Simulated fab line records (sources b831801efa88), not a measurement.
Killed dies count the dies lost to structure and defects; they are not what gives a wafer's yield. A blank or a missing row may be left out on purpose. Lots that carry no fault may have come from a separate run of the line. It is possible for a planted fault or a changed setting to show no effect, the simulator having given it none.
fab line records | flow sky130
[record] lots = 15 wafers = 45 last-day = 50
route steps=708 shown METAL2@499 VIA2@523 CAPM@537
lots untouched by any fault: they come from a run of this same line in which no faults occurred
start-h: hours from the record's opening day to when the first of the lot's shown wafers began | wait-h: hours from the lot's prior step to this one | " identical to the entry in the row above | L1.1+2: a row that stands for several wafers | - no value present, or no start provided | * or withheld: withheld | < > ~ a bound
route shown NAME@n: names a module that has steps shown in the file, with the first one's number in the route | usual: the fault-free wafers' mean and standard deviation | same: alike in all rows | chamber/n: place in a boat | sites: the reading at each site | _std_site: their standard deviation | _edge_site: inner sites' mean taken away from outer sites' mean | radius-mm: how far each site lies from the wafer's centre | mask NAME#n: copy n | behind: the last tool/chamber to shape the wafer | hold: the reason the lot was held/the length of the hold in hours/how it ended | device: the n, p or np transistor that did not switch | end of line: tests run on the same wafers once the route is complete | a step without rows: its recipe alone | killed: dies lost to structure and defects at the first sort, not the wafer's yield | map: shows each die of a wafer: x if killed, . if not, _ if none is there
set.NAME: the setting the step ran with; set.NAME@STEP: the setting that earlier step ran with | model.NAME: the simulator's own value behind a step, which no gauge read
a sample of lots followed through the steps of the route, with each step as a table and each wafer as a row
services: from which hour (start-h, from the record's first day; less than 0 if before it) a tool's chamber was out of use, for how many hours, and why
[[steps]]
[step SKY_METAL2_OVL_MEAS_16]
[usual] METAL2_OVL = -5/5.4
// columns lot.wafer tool chamber start-h wait-h METAL2_OVL[nm]
L848.2 overlay-01 - 822.31 0.1 -9
L848.3 " - " " -3
L848.6 " - " " -11
L849.1 overlay-01 - 833.36 0.1 -2
L849.2 " - " " 0
L849.3 " - " " -5
L851.2 overlay-01 - 853.42 0.1 -6
L851.3 " - " " -5
L851.6 " - " " -11
L853.2 overlay-01 - 872.61 0.1 -2
L853.5 " - " " -4
L853.6 " - " " -8
L852.3 overlay-02 - 873.73 0.1 -1
L852.4 " - " " 2
L852.5 " - " " -2
L855.1 overlay-02 - 879.41 0.1 -4
L855.4 " - " " 3
L855.5 " - " " -2
L856.4 overlay-01 - 881.83 0.1 -5
L856.5 " - " " -7
L856.6 " - " " -13
L857.1 overlay-02 - 892.42 0.1 -12
L857.2 " - " " -8
L857.3 " - " " -11
L858.4 overlay-01 - 902.89 0.1 3
L858.5 " - " " 9
L858.6 " - " " -1
L865.3 overlay-01 - 948.37 0.1 -11
L865.4 " - " " -11
L865.5 " - " " -11
L866.1 overlay-02 - 954.86 0.1 -16
L866.2 " - " " -12
L866.6 " - " " -11
L869.3 overlay-02 - 973.77 0.1 -11
L869.4 " - " " -12
L869.5 " - " " -7
L868.1 overlay-02 - 975.51 0.1 2
L868.3 " - " " 0
L868.6 " - " " -4
L870.2 overlay-01 - 983.72 0.1 -1
L870.3 " - " " 3
L870.4 " - " " -3
L871.3 overlay-02 - 989.12 0.1 7
L871.4 " - " " 1
L871.5 " - " " 1
[step SKY_VIA2_STRIP_16]
[recipe] chemistry = O2/N2 power-w = 1400 pressure-mtorr = 1500 platen-temp-c = withheld o2-flow-sccm = 3000 n2-flow-sccm = 300 overash-fraction = 0.5
[usual] drypump-motor-current-A = 5.8/0.56 oes-product-au = 0.398/0.0047 strip-time-to-endpoint-s = 4.05/0.031
// columns lot.wafer tool chamber start-h wait-h drypump-motor-current-A oes-product-au rf-hours-counter-h strip-time-to-endpoint-s
L848.2 plasma-asher-01 0 850.92 0.0 5.5 0.402 111 4.07
L848.3 " 1 " " 5.2 0.400 - 4.07
L848.6 " 1 " " 5.2 0.396 - 4.08
L849.1 plasma-asher-01 0 860.56 0.0 5.5 0.404 112 4.07
L849.2 " 1 " " 5.2 0.399 112 4.08
L849.3 " 0 " " 5.5 0.407 - 4.05
L851.2 plasma-asher-03 1 880.32 0.0 6.0 0.401 38 4.07
L851.3 " 0 " " 6.6 0.409 - 4.05
L851.6 " 0 " " 6.6 0.384 - 4.04
L853.2 plasma-asher-03 1 899.00 0.0 6.0 0.393 40 4.07
L853.5 " 0 " " 6.6 0.400 - 4.05
L853.6 " 1 " " 6.1 0.396 - 4.04
L852.3 plasma-asher-01 1 901.01 0.1 5.2 0.401 - 4.01
L852.4 " 0 " " 5.5 0.399 - 4.03
L852.5 " 0 " " 5.5 0.397 - 4.00
L855.1 plasma-asher-03 1 907.10 0.0 6.0 0.397 40 4.02
L855.4 " 0 " " 6.6 0.407 - 3.98
L855.5 " 0 " " 6.6 0.397 - 4.05
L856.4 plasma-asher-04 0 908.66 0.0 5.2 0.398 - 3.98
L856.5 " 1 " " 6.5 0.400 - 4.02
L856.6 " 0 " " 5.1 0.393 - 4.04
L857.1 plasma-asher-03 0 919.86 0.0 6.6 0.393 42 4.04
L857.2 " 1 " " 6.0 0.397 42 4.09
L857.3 " 1 " " 6.0 0.401 - 4.08
L858.4 plasma-asher-03 0 929.64 0.1 6.5 0.395 - 4.03
L858.5 " 1 " " 6.0 0.402 - 4.03
L858.6 " 0 " " 6.6 0.402 - 4.03
L865.3 plasma-asher-04 0 975.01 0.1 5.2 0.400 - 4.04
L865.4 " 1 " " 6.4 0.408 - 4.09
L865.5 " 1 " " 6.4 0.400 - 4.07
L866.1 plasma-asher-04 0 980.75 0.0 5.2 0.401 20 4.07
L866.2 " 1 " " 6.4 0.393 20 3.99
L866.6 " 0 " " 5.2 0.396 - 4.07
L869.3 plasma-asher-01 0 999.20 0.1 5.5 0.400 - 4.08
L869.4 " 1 " " 5.2 0.390 - 4.08
L869.5 " 0 " " 5.6 0.394 - 4.10
L868.1 plasma-asher-03 1 1004.41 0.0 6.0 0.400 50 4.05
L868.3 " 0 " " 6.6 0.397 - 3.99
L868.6 " 0 " " 6.6 0.401 - 4.01
L870.2 plasma-asher-04 0 1009.20 0.0 5.2 0.399 23 4.08
L870.3 " 1 " " 6.5 0.392 - 4.04
L870.4 " 0 " " 5.1 0.400 - 4.07
L871.3 plasma-asher-03 1 1014.69 0.1 6.0 0.410 - 4.09
L871.4 " 0 " " 6.5 0.399 - 4.13
L871.5 " 1 " " 6.0 0.404 - 4.07
[step SKY_CAPM_CVD_00]
[recipe] material = SiO2 target-thk-nm = 15.5 temp-c = 400 time-s = withheld rf-w = 450
[usual] heater-power-w = 718/88
// columns lot.wafer tool chamber start-h wait-h heater-power-w
L848.2 pecvd-04 0 852.37 0.0 895
L848.3 " 2 " " 670
L848.6 " 1 " " 715
L849.1 pecvd-03 0 861.98 0.0 767
L849.2 " 2 " " 710
L849.3 " 1 " " 695
L851.2 pecvd-01 0 881.74 0.0 552
L851.3 " 1 " " 698
L851.6 " 1 " " 700
L853.2 pecvd-01 2 900.48 0.0 594
L853.5 " 1 " " 725
L853.6 " 0 " " 686
L852.3 pecvd-04 2 902.74 0.0 625
L852.4 " 2 " " 612
L852.5 " 1 " " 788
L855.1 pecvd-04 1 908.71 0.0 723
L855.4 " 1 " " 756
L855.5 " 0 " " 906
L856.4 pecvd-03 0 910.27 0.0 692
L856.5 " 1 " " 704
L856.6 " 2 " " 696
L857.1 pecvd-04 0 921.45 0.0 903
L857.2 " 2 " " 707
L857.3 " 1 " " 776
L858.4 pecvd-03 2 931.06 0.0 683
L858.5 " 2 " " 668
L858.6 " 1 " " 761
L865.3 pecvd-04 2 976.39 0.0 701
L865.4 " 2 " " 692
L865.5 " 0 " " 867
L866.1 pecvd-04 1 982.30 0.0 778
L866.2 " 0 " " 908
L866.6 " 2 " " 675
L869.3 pecvd-01 0 1000.71 0.0 622
L869.4 " 2 " " 621
L869.5 " 0 " " 636
L868.1 pecvd-01 2 1005.83 0.0 643
L868.3 " 0 " " 691
L868.6 " 2 " " 638
L870.2 pecvd-04 1 1011.13 0.0 814
L870.3 " 0 " " 875
L870.4 " 0 " " 894
L871.3 pecvd-01 0 1016.13 0.0 573
L871.4 " 2 " " 634
L871.5 " 0 " " 544
[step SKY_CAPM_SPUTTER_02]
[recipe] material = TiN target-thk-nm = 200 temp-c = 300 power-w = 6500 time-s = 166.7 chamber-pressure-pa = 0.4
[usual] cathode-dc-power-W = 6500.0/1.1 chamber-pressure-pa = 0.4000/0.00089 throttle-valve-pct = 30.4/1
// columns lot.wafer tool chamber start-h wait-h cathode-dc-power-W chamber-pressure-pa throttle-valve-pct
L848.2 pvd-sputter-01 - 852.45 0.0 6498.4 0.3986 31.1
L848.3 " - " " 6501.5 0.3996 32.3
L848.6 " - " " 6499.6 0.4005 31.2
L849.1 pvd-sputter-03 - 862.07 0.1 6498.3 0.4006 29.5
L849.2 " - " " 6502.2 0.4002 28.8
L849.3 " - " " 6499.4 0.4001 30.7
L851.2 pvd-sputter-04 - 881.82 0.0 6500.2 0.3991 30.8
L851.3 " - " " 6497.3 0.4011 31.0
L851.6 " - " " 6499.9 0.3985 29.9
L853.2 pvd-sputter-04 - 900.56 0.0 6499.1 0.3995 30.1
L853.5 " - " " 6499.5 0.4002 29.1
L853.6 " - " " 6501.9 0.3999 31.0
L852.3 pvd-sputter-01 - 902.82 0.0 6500.2 0.3994 30.7
L852.4 " - " " 6499.9 0.4001 32.4
L852.5 " - " " 6500.5 0.3986 29.4
L855.1 pvd-sputter-04 - 908.79 0.1 - - -
L855.4 " - " " - - -
L855.5 " - " " - - -
L856.4 pvd-sputter-04 - 910.34 0.0 - - -
L856.5 " - " " - - -
L856.6 " - " " - - -
L857.1 pvd-sputter-01 - 921.53 0.1 - - -
L857.2 " - " " - - -
L857.3 " - " " - - -
L858.4 pvd-sputter-01 - 931.20 0.1 6498.1 0.4010 32.4
L858.5 " - " " 6501.3 0.3991 31.0
L858.6 " - " " 6501.2 0.3988 30.9
L865.3 pvd-sputter-04 - 976.47 0.0 6498.6 0.4013 31.0
L865.4 " - " " 6501.1 0.4013 29.9
L865.5 " - " " 6501.5 0.4007 30.7
L866.1 pvd-sputter-03 - 982.38 0.1 6500.2 0.3999 30.6
L866.2 " - " " 6499.6 0.4009 28.9
L866.6 " - " " 6498.9 0.3992 29.7
L869.3 pvd-sputter-01 - 1000.79 0.0 6498.7 0.4002 30.9
L869.4 " - " " 6498.6 0.4001 32.2
L869.5 " - " " 6500.1 0.4007 32.5
L868.1 pvd-sputter-01 - 1005.92 0.1 6501.5 0.3996 32.3
L868.3 " - " " 6498.3 0.3992 31.4
L868.6 " - " " 6500.7 0.3975 30.4
L870.2 pvd-sputter-04 - 1011.21 0.0 6500.4 0.3994 30.7
L870.3 " - " " 6499.7 0.4005 30.1
L870.4 " - " " 6500.2 0.4006 28.9
L871.3 pvd-sputter-04 - 1016.21 0.0 6500.2 0.3991 30.0
L871.4 " - " " 6500.0 0.4001 30.7
L871.5 " - " " 6500.4 0.4001 30.7
[step SKY_CAPM_RS_MEAS_03]
[recipe] thk-meas-gauge = four-point-probe reads = TiN_of_CAPM_SPUTTER_02
[usual] CAPM_TIN_RS = 6.91/0.083
// columns lot.wafer tool chamber start-h wait-h hold CAPM_TIN_RS[ohm/sq]
L848.2 film-metro-01 - 852.58 0.1 - 6.93
L848.3 " - " " - 6.76
L848.6 " - " " - 6.93
L849.1 film-metro-01 - 862.17 0.1 - 7.00
L849.2 " - " " - 6.98
L849.3 " - " " - 6.93
L851.2 film-metro-03 - 881.95 0.1 - 6.88
L851.3 " - " " - 6.85
L851.6 " - " " - 6.79
L853.2 film-metro-03 - 900.69 0.1 - 6.97
L853.5 " - " " - 6.82
L853.6 " - " " - 6.99
L852.3 film-metro-02 - 902.97 0.1 - 6.88
L852.4 " - " " - 6.83
L852.5 " - " " - 6.96
L855.1 film-metro-02 - 908.90 0.1 await-dispo/0.2h/release -
L855.4 " - " " await-dispo/0.2h/release -
L855.5 " - " " await-dispo/0.2h/release -
L855.1 film-metro-02 - 909.19 0.3 - -
L855.4 " - " " - -
L855.5 " - " " - -
L856.4 film-metro-01 - 910.51 0.1 await-dispo/0.2h/release -
L856.5 " - " " await-dispo/0.2h/release -
L856.6 " - " " await-dispo/0.2h/release -
L856.4 film-metro-01 - 910.80 0.3 - -
L856.5 " - " " - -
L856.6 " - " " - -
L857.1 film-metro-03 - 921.64 0.1 await-dispo/0.2h/release -
L857.2 " - " " await-dispo/0.2h/release -
L857.3 " - " " await-dispo/0.2h/release -
L857.1 film-metro-03 - 921.93 0.3 - -
L857.2 " - " " - -
L857.3 " - " " - -
L858.4 film-metro-02 - 931.32 0.1 - 6.90
L858.5 " - " " - 7.03
L858.6 " - " " - 6.94
L865.3 film-metro-01 - 976.62 0.1 - 6.89
L865.4 " - " " - 6.85
L865.5 " - " " - 6.86
L866.1 film-metro-02 - 982.49 0.1 - 6.99
L866.2 " - " " - 6.99
L866.6 " - " " - 7.03
L869.3 film-metro-03 - 1000.94 0.1 - 6.88
L869.4 " - " " - 6.78
L869.5 " - " " - 6.86
L868.1 film-metro-01 - 1006.03 0.1 - 6.84
L868.3 " - " " - 7.06
L868.6 " - " " - 6.93
L870.2 film-metro-01 - 1011.34 0.1 - 6.85
L870.3 " - " " - 6.89
L870.4 " - " " - 6.83
L871.3 film-metro-03 - 1016.36 0.1 - 6.95
L871.4 " - " " - 6.92
L871.5 " - " " - 6.92
[[services]]
// columns tool chamber start-h hours kind
pecvd-03 - 828.46 2.8 pm
pecvd-03 2 834.92 5.0 repair
pvd-sputter-04 - 836.84 2.4 repair
pvd-sputter-04 0 849.59 - consumable-replace:kit
pvd-sputter-04 0 849.59 18.0 scheduled-down
pecvd-01 - 850.80 0.7 repair
plasma-asher-04 - 861.71 22.3 repair
pecvd-03 - 871.37 2.7 repair
plasma-asher-01 - 888.89 0.7 repair
pvd-sputter-03 - 907.00 6.3 repair
pecvd-01 - 910.16 14.6 pm
pvd-sputter-03 - 912.09 11.4 repair
pvd-sputter-04 - 921.38 9.3 repair
plasma-asher-04 - 926.84 6.6 repair
pvd-sputter-03 - 928.44 5.1 repair
pecvd-04 2 933.83 4.7 repair
pvd-sputter-01 - 934.40 0.5 repair
plasma-asher-04 - 958.24 2.8 pm
pecvd-03 - 969.64 2.4 repair
pvd-sputter-01 - 970.09 9.2 repair
pecvd-01 2 970.27 5.8 repair
pecvd-03 - 971.34 4.5 repair
pvd-sputter-03 - 1003.58 5.0 repair
plasma-asher-01 - 1011.11 1.3 repair
[[key]]
[first-sign] step = SKY_CAPM_SPUTTER_02 reading = tool-record direction = missing
[effect] step = SKY_CAPM_RS_MEAS_03 reading = visit direction = added
met-at SKY_CAPM_SPUTTER_02
struck-lots L855,L856,L857
scrapped-behind SKY_CAPM_RS_MEAS_03 L855.1,L855.4,L855.5,L856.4,L856.5,L856.6,L857.1,L857.2,L857.3
not-acting-at SKY_METAL2_OVL_MEAS_16,SKY_VIA2_STRIP_16,SKY_CAPM_CVD_00
onset-between 902.82 908.79
[fault] kind = skipped-step-whole tool = pvd-sputter-01,pvd-sputter-04 chamber = - onset-h = 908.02 steps = SKY_CAPM_SPUTTER_02 scope = struck-lots-only
